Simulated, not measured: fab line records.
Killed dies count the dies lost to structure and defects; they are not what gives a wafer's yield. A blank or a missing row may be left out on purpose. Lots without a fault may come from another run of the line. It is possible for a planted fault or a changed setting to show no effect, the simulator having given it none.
Check for tools in common | flow sky130 | Sample size 13 lots and 39 wafers

REASON IT WAS OPENED
2 of 13 lots carry a flag on the reading VT_ADJUST_NCORE_TW at SKY_VT_ADJUST_NCORE_TW_MEAS_11. Fault-free wafers read 218.6, with a standard deviation of 2.2.
Rule: a lot is flagged in two cases, either no wafer of it has a number, or all its wafers with numbers fall more than 4 standard deviations from that mean. As for the other lots, they are considered sound.

lot  | measured     | on            | VT_ADJUST_NCORE_TW, wafer by wafer | flag
L164 | day 7 21:38  | film metro-03 | 221.8 223.2 222.0                  |
L166 | day 8 06:13  | film metro-04 | 245.3 244.6 246.3                  | FLAGGED
L167 | day 8 10:40  | film metro-04 | 222.1 221.8 221.7                  |
L171 | day 9 00:39  | film metro-01 | 217.0 217.9 216.9                  |
L172 | day 9 05:40  | film metro-03 | 247.2 247.0 246.6                  | FLAGGED
L178 | day 10 13:07 | film metro-03 | 220.7 220.8 219.3                  |
L179 | day 10 18:55 | film metro-04 | 216.7 216.9 215.7                  |
L180 | day 10 21:26 | film metro-01 | 215.9 217.0 215.9                  |
L183 | day 18 21:03 | film metro-04 | 216.4 216.3 216.9                  |
L181 | day 18 21:12 | film metro-03 | 219.3 220.4 220.8                  |
L182 | day 18 21:57 | film metro-03 | 219.1 219.8 219.6                  |
L186 | day 18 22:51 | film metro-01 | 218.0 217.7 216.8                  |
L185 | day 18 23:45 | film metro-01 | 216.5 215.8 215.8                  |
The mean of the flagged lots' numbers is 246.2, +27.6 from the usual (+13 standard deviations).

EACH LOT AND THE TOOL IT RAN ON
The record holds 1 process step before the reading, out of a route of 708 steps. Cell contents, in order: the tool; ch with the chambers the sampled wafers went through; the start.
lot  | flag    | SKY_VT_ADJUST_NCORE_IMPLANT_09
L164 |         | implanter-03 ch 0, day 7 21:23
L166 | FLAGGED | implanter-03 ch 0, day 8 05:58
L167 |         | implanter-04 ch 0, day 8 10:26
L171 |         | implanter-04 ch 0, day 9 00:25
L172 | FLAGGED | implanter-03 ch 0, day 9 05:26
L178 |         | implanter-04 ch 0, day 10 12:52
L179 |         | implanter-01 ch 0, day 10 18:40
L180 |         | implanter-01 ch 0, day 10 21:11
L183 |         | implanter-03 ch 0, day 18 20:49
L181 |         | implanter-01 ch 0, day 18 20:58
L182 |         | implanter-03 ch 0, day 18 21:43
L186 |         | implanter-03 ch 0, day 18 22:37
L185 |         | implanter-03 ch 0, day 18 23:31
These steps, and what they do:
- SKY_VT_ADJUST_NCORE_IMPLANT_09
- SKY_VT_ADJUST_NCORE_TW_MEAS_11

FLAGGED OVER TOTAL, TOOL BY TOOL (the gauges that took the reading come last)
step                           | tool          | lots run | flagged | share of the flagged lots | sound lots run after its first flagged lot
SKY_VT_ADJUST_NCORE_IMPLANT_09 | implanter-01  | 3        | 0       | none                      | -
SKY_VT_ADJUST_NCORE_IMPLANT_09 | implanter-03  | 7        | 2       | all                       | 4 (L183,L182,L186,L185)
SKY_VT_ADJUST_NCORE_IMPLANT_09 | implanter-04  | 3        | 0       | none                      | -
SKY_VT_ADJUST_NCORE_TW_MEAS_11 | film metro-01 | 4        | 0       | none                      | -
SKY_VT_ADJUST_NCORE_TW_MEAS_11 | film metro-03 | 5        | 1       | some                      | 3 (L178,L181,L182)
SKY_VT_ADJUST_NCORE_TW_MEAS_11 | film metro-04 | 4        | 1       | some                      | 3 (L167,L179,L183)

THE TABLE: WHAT IT ALLOWS
Rows of the table that ran each flagged lot: 1, that is implanter-03 at SKY_VT_ADJUST_NCORE_IMPLANT_09.
- implanter-03 at SKY_VT_ADJUST_NCORE_IMPLANT_09: 2 of its 7 lots flagged. Sound lots followed the first flagged one (L183, L182, L186, L185) on it, something a lasting fault affecting the whole tool could not allow. Its own readings lie more than 4 standard deviations out on every wafer of the flagged lots: dose ions cm2, faraday current uA.
There is no row in the table that ran each flagged lot and no sound lot after the first.

WHAT THE SIMULATOR PUT IN
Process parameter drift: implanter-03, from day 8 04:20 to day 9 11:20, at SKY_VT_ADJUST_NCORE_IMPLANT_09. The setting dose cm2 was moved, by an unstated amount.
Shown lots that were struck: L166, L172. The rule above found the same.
